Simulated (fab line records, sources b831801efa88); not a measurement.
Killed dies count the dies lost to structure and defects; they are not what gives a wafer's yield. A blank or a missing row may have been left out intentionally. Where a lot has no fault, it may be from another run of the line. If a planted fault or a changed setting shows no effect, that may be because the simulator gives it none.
fab line records | flow sky130
[record] lots = 7 | wafers = 21 | lastDay = 51
route steps=708 shown VT_ADJUST_HVTR@133 VT_ADJUST_PCH@143 SONOS_TUNNEL@154
lots that met no fault: taken from a fault-free run of the same line
startH: start of the lot's first displayed wafer, in hours after the record's first day | waitH: hours from the lot's prior step to this one | " identical to the entry in the row above | L1.1+2: several wafers, shown together as one row | - value missing, or start not given | * or withheld: withheld | < > ~ a bound
route shown NAME@n: a module of which the file shows steps, and the number in the route of the first | usual: mean/standard deviation taken from wafers without a fault | same: alike in all rows | chamber/n: place in a boat | sites: readings site by site | _std_site: the values' standard deviation | _edge_site: outer sites' mean less inner sites' | radiusMm: for every site, how far away it sits from the centre of the wafer | mask NAME#n: copy n | behind: tool/chamber where the wafer was last shaped | hold: reason for holding the lot/hours on hold/outcome of the hold | device: transistor that didn't switch, given as n, p or np | end of line: tests run on the same wafers once the route is complete | a step without rows: its recipe alone | killed: dies that structure and defects cost at the first sort, which is not the same as the wafer's yield | map: shows each die of a wafer: x if killed, . if not, _ if none is there
set.NAME: the setting that was run; set.NAME@STEP: the one run at that earlier step | model.NAME: the simulator's own value behind a step, which no gauge read
a table for each step, a row for each wafer; lots at some steps of the route
services: when a tool's chamber went out of use (startH, in hours from the record's first day, below 0 if earlier), for how many hours, and the reason
[[steps]]
[step SKY_VT_ADJUST_HVTR_COAT_02]
[recipe] resist = NOVOLAK | spinRpm = 3000 | resistThkNm = 1140
[step SKY_VT_ADJUST_HVTR_SOFTBAKE_03]
[recipe] tempC = 90 | timeS = 60 | resist = NOVOLAK
[step SKY_VT_ADJUST_HVTR_EXPOSE_04]
[recipe] maskId = HVTRM | targetCdNm = 380 | na = 0.6 | sourceShape = conventional | sigmaOuter = 0.6 | doseMj = 150
[step SKY_VT_ADJUST_HVTR_PEB_05]
[recipe] tempC = withheld | timeS = * | resist = NOVOLAK
[step SKY_VT_ADJUST_HVTR_DEVELOP_06]
[recipe] developTimeS = 60 | devTempC = 23
[step SKY_VT_ADJUST_HVTR_CD_MEAS_07]
[recipe] targetCdNm = 380
[usual] cdNm = 379.3/2.3
lot.wafer | tool     | chamber | startH | waitH | cdNm
L212.2    | cdSem-02 | -       | 236.52 | 0.1   | 378.9
L212.4    | "        | -       | "      | "     | 379.2
L212.6    | "        | -       | "      | "     | 379.2
L215.1    | cdSem-02 | -       | 252.67 | 0.1   | 380.4
L215.3    | "        | -       | "      | "     | 379.9
L215.4    | "        | -       | "      | "     | 380.7
L220.1    | cdSem-01 | -       | 291.47 | 0.1   | 382.9
L220.2    | "        | -       | "      | "     | 383.5
L220.4    | "        | -       | "      | "     | 382.6
L221.1    | cdSem-02 | -       | 298.87 | 0.1   | 377.2
L221.3    | "        | -       | "      | "     | 377.1
L221.6    | "        | -       | "      | "     | 379.0
L222.3    | cdSem-01 | -       | 309.36 | 0.1   | 379.2
L222.4    | "        | -       | "      | "     | 377.9
L222.5    | "        | -       | "      | "     | 379.0
L229.2    | cdSem-01 | -       | 369.64 | 0.1   | 378.7
L229.4    | "        | -       | "      | "     | 378.7
L229.6    | "        | -       | "      | "     | 377.4
L230.3    | cdSem-01 | -       | 415.94 | 0.1   | 380.8
L230.5    | "        | -       | "      | "     | 380.8
L230.6    | "        | -       | "      | "     | 382.9
[step SKY_VT_ADJUST_HVTR_OVL_MEAS_08]
[usual] VT_ADJUST_HVTR_OVL = -0.6/1.3
lot.wafer | tool       | chamber | startH | waitH | VT_ADJUST_HVTR_OVL[nm]
L212.2    | overlay-01 | -       | 236.63 | 0.1   | -1.6
L212.4    | "          | -       | "      | "     | -2.3
L212.6    | "          | -       | "      | "     | -2.4
L215.1    | overlay-02 | -       | 252.79 | 0.1   | -2.2
L215.3    | "          | -       | "      | "     | -2.5
L215.4    | "          | -       | "      | "     | -2.6
L220.1    | overlay-01 | -       | 291.59 | 0.1   | -0.5
L220.2    | "          | -       | "      | "     | -1.6
L220.4    | "          | -       | "      | "     | 0.8
L221.1    | overlay-02 | -       | 298.99 | 0.1   | -2.0
L221.3    | "          | -       | "      | "     | -1.5
L221.6    | "          | -       | "      | "     | -0.8
L222.3    | overlay-01 | -       | 309.45 | 0.1   | 0.2
L222.4    | "          | -       | "      | "     | 0.5
L222.5    | "          | -       | "      | "     | -0.9
L229.2    | overlay-01 | -       | 369.74 | 0.1   | -2.5
L229.4    | "          | -       | "      | "     | -2.2
L229.6    | "          | -       | "      | "     | -2.0
L230.3    | overlay-02 | -       | 416.03 | 0.1   | -1.4
L230.5    | "          | -       | "      | "     | -2.5
L230.6    | "          | -       | "      | "     | -0.3
[step SKY_VT_ADJUST_HVTR_IMPLANT_09]
[recipe] species = B | energyKev = 10 | doseCm2 = 2.1e+12 | tiltDeg = withheld
[step SKY_VT_ADJUST_HVTR_STRIP_10]
[recipe] chemistry = O2/N2 | powerW = 1400 | pressureMtorr = 1500 | platenTempC = withheld | o2FlowSccm = 3000 | n2FlowSccm = 300 | overashFraction = 0.5
[usual] drypumpMotorCurrentA = 5.8/0.44 | oesProductAu = 0.715/0.0047 | stripTimeToEndpointS = 14.18/0.043
lot.wafer | tool           | chamber | startH | waitH | drypumpMotorCurrentA | oesProductAu | rfHoursCounterH | stripTimeToEndpointS
L212.2    | plasmaAsher-02 | 1       | 236.81 | 0.1   | 5.9                  | 0.715        | 12              | 14.15
L212.4    | "              | 0       | "      | "     | 5.8                  | 0.710        | -               | 14.16
L212.6    | "              | 0       | "      | "     | 5.8                  | 0.722        | -               | 14.17
L215.1    | plasmaAsher-01 | 0       | 252.97 | 0.1   | 6.7                  | 0.709        | 57              | 14.13
L215.3    | "              | 0       | "      | "     | 6.7                  | 0.712        | -               | 14.13
L215.4    | "              | 1       | "      | "     | 5.7                  | 0.713        | -               | 14.14
L220.1    | plasmaAsher-01 | 1       | 291.77 | 0.1   | 5.7                  | 0.710        | 61              | 14.14
L220.2    | "              | 0       | "      | "     | 6.7                  | 0.713        | 61              | 14.19
L220.4    | "              | 0       | "      | "     | 6.6                  | 0.716        | -               | 14.19
L221.1    | plasmaAsher-04 | 0       | 299.17 | 0.1   | 5.3                  | 0.719        | 50              | 14.12
L221.3    | "              | 1       | "      | "     | 5.3                  | 0.706        | -               | 14.12
L221.6    | "              | 0       | "      | "     | 5.3                  | 0.713        | -               | 14.08
L222.3    | plasmaAsher-04 | 0       | 309.66 | 0.1   | 5.3                  | 0.720        | -               | 14.20
L222.4    | "              | 1       | "      | "     | 5.3                  | 0.711        | -               | 14.20
L222.5    | "              | 0       | "      | "     | 5.3                  | 0.715        | -               | 14.23
L229.2    | plasmaAsher-02 | 0       | 369.92 | 0.1   | 5.8                  | 0.719        | 25              | 14.14
L229.4    | "              | 1       | "      | "     | 5.9                  | 0.709        | -               | 14.20
L229.6    | "              | 0       | "      | "     | 5.8                  | 0.717        | -               | 14.17
L230.3    | plasmaAsher-04 | 0       | 416.24 | 0.1   | 5.3                  | 0.714        | -               | 14.21
L230.5    | "              | 1       | "      | "     | 5.3                  | 0.722        | -               | 14.21
L230.6    | "              | 0       | "      | "     | 5.3                  | 0.717        | -               | 14.22
[step SKY_VT_ADJUST_HVTR_TW_MEAS_11]
[usual] VT_ADJUST_HVTR_TW = 210.3/2.5
lot.wafer | tool         | chamber | startH | waitH | VT_ADJUST_HVTR_TW
L212.2    | filmMetro-03 | -       | 236.92 | 0.1   | 206.1
L212.4    | "            | -       | "      | "     | 206.6
L212.6    | "            | -       | "      | "     | 207.1
L215.1    | filmMetro-04 | -       | 253.07 | 0.1   | 212.1
L215.3    | "            | -       | "      | "     | 212.6
L215.4    | "            | -       | "      | "     | 212.5
L220.1    | filmMetro-03 | -       | 291.87 | 0.1   | 207.6
L220.2    | "            | -       | "      | "     | 206.6
L220.4    | "            | -       | "      | "     | 206.5
L221.1    | filmMetro-03 | -       | 299.27 | 0.1   | 206.4
L221.3    | "            | -       | "      | "     | 207.2
L221.6    | "            | -       | "      | "     | 206.2
L222.3    | filmMetro-02 | -       | 309.74 | 0.1   | 211.4
L222.4    | "            | -       | "      | "     | 211.2
L222.5    | "            | -       | "      | "     | 212.1
L229.2    | filmMetro-03 | -       | 370.03 | 0.1   | 207.9
L229.4    | "            | -       | "      | "     | 206.3
L229.6    | "            | -       | "      | "     | 206.9
L230.3    | filmMetro-02 | -       | 416.32 | 0.1   | 211.7
L230.5    | "            | -       | "      | "     | 212.1
L230.6    | "            | -       | "      | "     | 212.3
[step SKY_VT_ADJUST_PCH_DEHYDRATE_00]
[recipe] tempC = 200 | timeS = 60
[step SKY_VT_ADJUST_PCH_HMDS_01]
[recipe] primeTimeS = 60 | primeTempC = 120
[step SKY_VT_ADJUST_PCH_COAT_02]
[recipe] spinRpm = 2000 | resistThkNm = 3000
[usual] chillPlateTempC = 22.98/0.1 | dispensePressureKPa = 51/3.3
lot.wafer | tool          | chamber | startH | waitH | chillPlateTempC | dispensePressureKPa
L212.2    | lithoTrack-01 | 0       | 247.54 | 0.1   | 23.16           | 55
L212.4    | "             | 0       | "      | "     | 23.13           | 55
L212.6    | "             | 0       | "      | "     | 23.05           | 55
L215.1    | lithoTrack-03 | 0       | 265.04 | 0.1   | 22.83           | 48
L215.3    | "             | 0       | "      | "     | 22.81           | 48
L215.4    | "             | 0       | "      | "     | 22.80           | 48
L220.1    | lithoTrack-01 | -       | 303.92 | 0.1   | -               | -
L220.2    | "             | -       | "      | "     | -               | -
L220.4    | "             | -       | "      | "     | -               | -
L221.1    | lithoTrack-01 | -       | 311.62 | 0.1   | -               | -
L221.3    | "             | -       | "      | "     | -               | -
L221.6    | "             | -       | "      | "     | -               | -
L222.3    | lithoTrack-01 | -       | 323.07 | 0.1   | -               | -
L222.4    | "             | -       | "      | "     | -               | -
L222.5    | "             | -       | "      | "     | -               | -
L229.2    | lithoTrack-01 | 0       | 384.04 | 0.1   | 23.00           | 55
L229.4    | "             | 0       | "      | "     | 22.88           | 55
L229.6    | "             | 0       | "      | "     | 22.86           | 55
L230.3    | lithoTrack-03 | 0       | 431.14 | 0.1   | 22.96           | 48
L230.5    | "             | 0       | "      | "     | 22.97           | 48
L230.6    | "             | 0       | "      | "     | 22.91           | 48
[step SKY_VT_ADJUST_PCH_SOFTBAKE_03]
[recipe] tempC = 110 | timeS = withheld
[step SKY_VT_ADJUST_PCH_EXPOSE_04]
[recipe] maskId = NWM | na = 0.6 | sourceShape = conventional | sigmaOuter = 0.6 | polarization = unpolarized | targetCdNm = 840 | doseMj = 255
[step SKY_VT_ADJUST_PCH_PEB_05]
[recipe] tempC = 115 | timeS = withheld
[step SKY_VT_ADJUST_PCH_DEVELOP_06]
[recipe] wallAngleDeg = 90 | developer = TMAH | developTimeS = 60 | devTempC = 23
[step SKY_VT_ADJUST_PCH_OVL_MEAS_07]
[usual] VT_ADJUST_PCH_OVL = 0.0/1.3
lot.wafer | tool       | chamber | startH | waitH | VT_ADJUST_PCH_OVL[nm]
L212.2    | overlay-01 | -       | 260.62 | -     | 1.5
L212.4    | "          | -       | "      | "     | 0.6
L212.6    | "          | -       | "      | "     | 2.5
L215.1    | overlay-02 | -       | 277.07 | -     | 0.1
L215.3    | "          | -       | "      | "     | -1.4
L215.4    | "          | -       | "      | "     | -1.2
L220.1    | overlay-02 | -       | 317.82 | -     | -
L220.2    | "          | -       | "      | "     | -
L220.4    | "          | -       | "      | "     | -
L221.1    | overlay-02 | -       | 325.74 | -     | -
L221.3    | "          | -       | "      | "     | -
L221.6    | "          | -       | "      | "     | -
L222.3    | overlay-01 | -       | 336.20 | -     | -
L222.4    | "          | -       | "      | "     | -
L222.5    | "          | -       | "      | "     | -
L229.2    | overlay-02 | -       | 398.37 | -     | -1.8
L229.4    | "          | -       | "      | "     | -1.2
L229.6    | "          | -       | "      | "     | 0.7
L230.3    | overlay-01 | -       | 446.38 | -     | 1.8
L230.5    | "          | -       | "      | "     | 2.9
L230.6    | "          | -       | "      | "     | 1.3
[step SKY_VT_ADJUST_PCH_IMPLANT_08]
[recipe] species = B | energyKev = 10 | doseCm2 = 5e+11 | tiltDeg = withheld
[step SKY_VT_ADJUST_PCH_STRIP_09]
[recipe] chemistry = O2/N2 | powerW = 1400 | pressureMtorr = 1500 | platenTempC = withheld | o2FlowSccm = 3000 | n2FlowSccm = 300 | overashFraction = 0.5
[usual] drypumpMotorCurrentA = 5.8/0.54 | oesProductAu = 0.722/0.0044 | stripTimeToEndpointS = 36.98/0.11
lot.wafer | tool           | chamber | startH | waitH | drypumpMotorCurrentA | oesProductAu | rfHoursCounterH | stripTimeToEndpointS
L212.2    | plasmaAsher-03 | 0       | 260.80 | 0.1   | 6.1                  | 0.722        | 55              | 37.09
L212.4    | "              | 1       | "      | "     | 5.3                  | 0.715        | -               | 36.96
L212.6    | "              | 1       | "      | "     | 5.3                  | 0.728        | -               | 36.93
L215.1    | plasmaAsher-03 | 1       | 277.25 | 0.1   | 5.3                  | 0.726        | 56              | 37.01
L215.3    | "              | 1       | "      | "     | 5.3                  | 0.717        | -               | 37.05
L215.4    | "              | 0       | "      | "     | 6.0                  | 0.721        | -               | 37.10
L220.1    | plasmaAsher-01 | 0       | 318.00 | 0.1   | 6.7                  | -            | 63              | -
L220.2    | "              | 1       | "      | "     | 5.7                  | -            | 63              | -
L220.4    | "              | 0       | "      | "     | 6.7                  | -            | -               | -
L221.1    | plasmaAsher-04 | 1       | 325.94 | 0.1   | 5.3                  | -            | 52              | -
L221.3    | "              | 0       | "      | "     | 5.3                  | -            | -               | -
L221.6    | "              | 1       | "      | "     | 5.3                  | -            | -               | -
L222.3    | plasmaAsher-04 | 0       | 336.41 | 0.1   | 5.4                  | -            | -               | -
L222.4    | "              | 1       | "      | "     | 5.3                  | -            | -               | -
L222.5    | "              | 0       | "      | "     | 5.3                  | -            | -               | -
L229.2    | plasmaAsher-04 | 0       | 398.55 | 0.1   | 5.3                  | 0.720        | 59              | 37.18
L229.4    | "              | 1       | "      | "     | 5.3                  | 0.724        | -               | 37.11
L229.6    | "              | 1       | "      | "     | 5.3                  | 0.717        | -               | 37.07
L230.3    | plasmaAsher-03 | 0       | 446.59 | 0.1   | 6.1                  | 0.723        | -               | 37.13
L230.5    | "              | 1       | "      | "     | 5.3                  | 0.728        | -               | 37.04
L230.6    | "              | 0       | "      | "     | 6.1                  | 0.717        | -               | 37.12
[step SKY_VT_ADJUST_PCH_TW_MEAS_10]
[usual] VT_ADJUST_PCH_TW = 142.1/1.5
lot.wafer | tool         | chamber | startH | waitH | VT_ADJUST_PCH_TW
L212.2    | filmMetro-01 | -       | 260.91 | 0.1   | 142.5
L212.4    | "            | -       | "      | "     | 141.7
L212.6    | "            | -       | "      | "     | 142.1
L215.1    | filmMetro-01 | -       | 277.38 | 0.1   | 141.7
L215.3    | "            | -       | "      | "     | 141.9
L215.4    | "            | -       | "      | "     | 142.4
L220.1    | filmMetro-01 | -       | 318.10 | 0.1   | 141.5
L220.2    | "            | -       | "      | "     | 141.6
L220.4    | "            | -       | "      | "     | 141.2
L221.1    | filmMetro-01 | -       | 326.04 | 0.1   | 141.7
L221.3    | "            | -       | "      | "     | 141.8
L221.6    | "            | -       | "      | "     | 141.6
L222.3    | filmMetro-03 | -       | 336.50 | 0.1   | 139.2
L222.4    | "            | -       | "      | "     | 139.0
L222.5    | "            | -       | "      | "     | 139.9
L229.2    | filmMetro-04 | -       | 398.66 | 0.1   | 142.9
L229.4    | "            | -       | "      | "     | 143.6
L229.6    | "            | -       | "      | "     | 144.3
L230.3    | filmMetro-03 | -       | 446.67 | 0.1   | 141.0
L230.5    | "            | -       | "      | "     | 140.9
L230.6    | "            | -       | "      | "     | 140.6
[step SKY_SONOS_TUNNEL_DEHYDRATE_00]
[recipe] tempC = 200 | timeS = 60
[step SKY_SONOS_TUNNEL_HMDS_01]
[recipe] primeTimeS = 60 | primeTempC = 120
[step SKY_SONOS_TUNNEL_COAT_02]
[recipe] resist = NOVOLAK | spinRpm = 3000 | resistThkNm = 1140
[step SKY_SONOS_TUNNEL_SOFTBAKE_03]
[recipe] tempC = 90 | timeS = 60 | resist = NOVOLAK
[step SKY_SONOS_TUNNEL_EXPOSE_04]
[recipe] maskId = TUNM | na = 0.6 | sourceShape = conventional | sigmaOuter = 0.6 | polarization = unpolarized | targetCdNm = 410 | doseMj = 136
[step SKY_SONOS_TUNNEL_PEB_05]
[recipe] tempC = withheld | timeS = * | resist = NOVOLAK
[step SKY_SONOS_TUNNEL_DEVELOP_06]
[recipe] resist = NOVOLAK | developer = TMAH | developTimeS = 60 | devTempC = 23
[step SKY_SONOS_TUNNEL_CD_MEAS_07]
[recipe] targetCdNm = 410
[usual] cdNm = 409.4/2
lot.wafer | tool     | chamber | startH | waitH | cdNm
L212.2    | cdSem-02 | -       | 285.17 | 0.1   | 407.6
L212.4    | "        | -       | "      | "     | 409.8
L212.6    | "        | -       | "      | "     | 408.2
L215.1    | cdSem-02 | -       | 302.22 | 0.1   | 408.8
L215.3    | "        | -       | "      | "     | 408.2
L215.4    | "        | -       | "      | "     | 409.1
L220.1    | cdSem-02 | -       | 345.19 | 0.1   | 411.8
L220.2    | "        | -       | "      | "     | 408.5
L220.4    | "        | -       | "      | "     | 410.7
L221.1    | cdSem-01 | -       | 352.97 | 0.1   | 410.4
L221.3    | "        | -       | "      | "     | 410.0
L221.6    | "        | -       | "      | "     | 411.0
L222.3    | cdSem-01 | -       | 363.51 | 0.1   | 410.0
L222.4    | "        | -       | "      | "     | 410.3
L222.5    | "        | -       | "      | "     | 410.5
L229.2    | cdSem-01 | -       | 427.97 | 0.1   | 410.5
L229.4    | "        | -       | "      | "     | 412.4
L229.6    | "        | -       | "      | "     | 408.7
L230.3    | cdSem-01 | -       | 477.71 | 0.1   | 410.9
L230.5    | "        | -       | "      | "     | 411.9
L230.6    | "        | -       | "      | "     | 412.3
[step SKY_SONOS_TUNNEL_OVL_MEAS_08]
[usual] SONOS_TUNNEL_OVL = -0.5/1.5
lot.wafer | tool       | chamber | startH | waitH | SONOS_TUNNEL_OVL[nm]
L212.2    | overlay-01 | -       | 285.28 | 0.1   | -1.1
L212.4    | "          | -       | "      | "     | 0.4
L212.6    | "          | -       | "      | "     | -1.5
L215.1    | overlay-01 | -       | 302.34 | 0.1   | 0.5
L215.3    | "          | -       | "      | "     | 0.5
L215.4    | "          | -       | "      | "     | 0.6
L220.1    | overlay-01 | -       | 345.31 | 0.1   | -0.5
L220.2    | "          | -       | "      | "     | -2.1
L220.4    | "          | -       | "      | "     | 0.3
L221.1    | overlay-01 | -       | 353.09 | 0.1   | 0.1
L221.3    | "          | -       | "      | "     | -0.8
L221.6    | "          | -       | "      | "     | -1.5
L222.3    | overlay-01 | -       | 363.60 | 0.1   | 2.0
L222.4    | "          | -       | "      | "     | -0.5
L222.5    | "          | -       | "      | "     | 3.5
L229.2    | overlay-02 | -       | 428.07 | 0.1   | -3.0
L229.4    | "          | -       | "      | "     | 0.1
L229.6    | "          | -       | "      | "     | 1.3
L230.3    | overlay-02 | -       | 477.80 | 0.1   | -2.1
L230.5    | "          | -       | "      | "     | -0.9
L230.6    | "          | -       | "      | "     | -1.8
[step SKY_SONOS_TUNNEL_IMPLANT_09]
[recipe] species = B | energyKev = 20 | doseCm2 = 1e+12 | tiltDeg = withheld
[step SKY_SONOS_TUNNEL_WET_ETCH_10]
[recipe] chemistry = dHF | targetDepthNm = 14 | target = SiO2 | dilution = 100:1 | tempC = 25 | timeS = 280
[step SKY_SONOS_TUNNEL_STRIP_11]
[recipe] chemistry = SPM | timeS = 600 | tempC = 130
[step SKY_SONOS_TUNNEL_TW_MEAS_12]
[usual] SONOS_TUNNEL_TW = 197.6/1.3
lot.wafer | tool         | chamber | startH | waitH | hold                    | SONOS_TUNNEL_TW
L212.2    | filmMetro-01 | -       | 285.74 | 0.0   | -                       | 197.1
L212.4    | "            | -       | "      | "     | -                       | 197.0
L212.6    | "            | -       | "      | "     | -                       | 196.3
L215.1    | filmMetro-04 | -       | 302.78 | 0.0   | -                       | 199.3
L215.3    | "            | -       | "      | "     | -                       | 199.4
L215.4    | "            | -       | "      | "     | -                       | 199.4
L220.1    | filmMetro-04 | -       | 345.93 | 0.0   | awaitDispo/0.2h/release | 214.5
L220.2    | "            | -       | "      | "     | awaitDispo/0.2h/release | 213.6
L220.4    | "            | -       | "      | "     | awaitDispo/0.2h/release | 214.0
L220.1    | filmMetro-04 | -       | 346.16 | 0.2   | -                       | 215.8
L220.2    | "            | -       | "      | "     | -                       | 214.2
L220.4    | "            | -       | "      | "     | -                       | 214.0
L221.1    | filmMetro-04 | -       | 353.53 | 0.0   | awaitDispo/0.2h/release | 214.7
L221.3    | "            | -       | "      | "     | awaitDispo/0.2h/release | 214.7
L221.6    | "            | -       | "      | "     | awaitDispo/0.2h/release | 215.3
L221.1    | filmMetro-04 | -       | 353.76 | 0.2   | -                       | 213.9
L221.3    | "            | -       | "      | "     | -                       | 215.0
L221.6    | "            | -       | "      | "     | -                       | 214.4
L222.3    | filmMetro-04 | -       | 364.07 | 0.0   | awaitDispo/0.2h/release | 212.6
L222.4    | "            | -       | "      | "     | awaitDispo/0.2h/release | 213.8
L222.5    | "            | -       | "      | "     | awaitDispo/0.2h/release | 212.2
L222.3    | filmMetro-04 | -       | 364.30 | 0.2   | -                       | 212.5
L222.4    | "            | -       | "      | "     | -                       | 212.0
L222.5    | "            | -       | "      | "     | -                       | 211.2
L229.2    | filmMetro-01 | -       | 428.53 | 0.0   | -                       | 196.2
L229.4    | "            | -       | "      | "     | -                       | 195.9
L229.6    | "            | -       | "      | "     | -                       | 196.7
L230.3    | filmMetro-04 | -       | 478.27 | 0.0   | -                       | 198.2
L230.5    | "            | -       | "      | "     | -                       | 198.9
L230.6    | "            | -       | "      | "     | -                       | 198.9
[[services]]
tool           | chamber | startH | hours | kind
plasmaAsher-03 | -       | 236.07 | 2.6   | repair
plasmaAsher-01 | -       | 337.57 | 2.8   | pm
plasmaAsher-02 | -       | 365.76 | 0.5   | repair
plasmaAsher-03 | -       | 421.25 | 9.0   | pm
plasmaAsher-03 | 0       | 421.25 | 9.0   | ventCycle
plasmaAsher-03 | 1       | 421.25 | 9.0   | ventCycle
plasmaAsher-04 | -       | 425.99 | 0.6   | repair
plasmaAsher-03 | 0       | 430.25 | -     | clean
plasmaAsher-03 | 1       | 430.25 | -     | clean
[[key]]
[firstSign] step = SKY_VT_ADJUST_PCH_COAT_02 | reading = toolRecord | direction = missing
[effect] step = SKY_VT_ADJUST_PCH_OVL_MEAS_07 | reading = VT_ADJUST_PCH_OVL | direction = missing
[effect] step = SKY_SONOS_TUNNEL_TW_MEAS_12 | reading = visit | direction = added
[effect] step = SKY_SONOS_TUNNEL_TW_MEAS_12 | reading = SONOS_TUNNEL_TW | direction = up | sigmas = 13 | usual = 197.6 | struck = 213.9
metAt SKY_VT_ADJUST_PCH_COAT_02
struckWafers L220.1,L220.2,L220.4,L221.1,L221.3,L221.6,L222.3,L222.4,L222.5
sortLeftOut L220.1,L220.2,L220.4,L221.1,L221.3,L221.6,L222.3,L222.4,L222.5
testerLeftOut L220,L221,L222
onsetBetween 247.54 303.92
[fault] kind = skippedStepWhole | tool = lithoTrack-01 | chamber = - | onsetH = 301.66 | steps = SKY_VT_ADJUST_PCH_COAT_02 | scope = struckLotsOnly
// testerLeftOut: of these lots the tester's yield and bins aren't shown, on N5 and GAA mostly nor the transistor test; their killed dies are dies lost to structure and defects alone, not to doping, threshold or leakage, so they don't give the yield
// sortLeftOut: the simulated sort isn't trusted on such a fault, so these wafers' sort isn't shown, and their yield isn't known
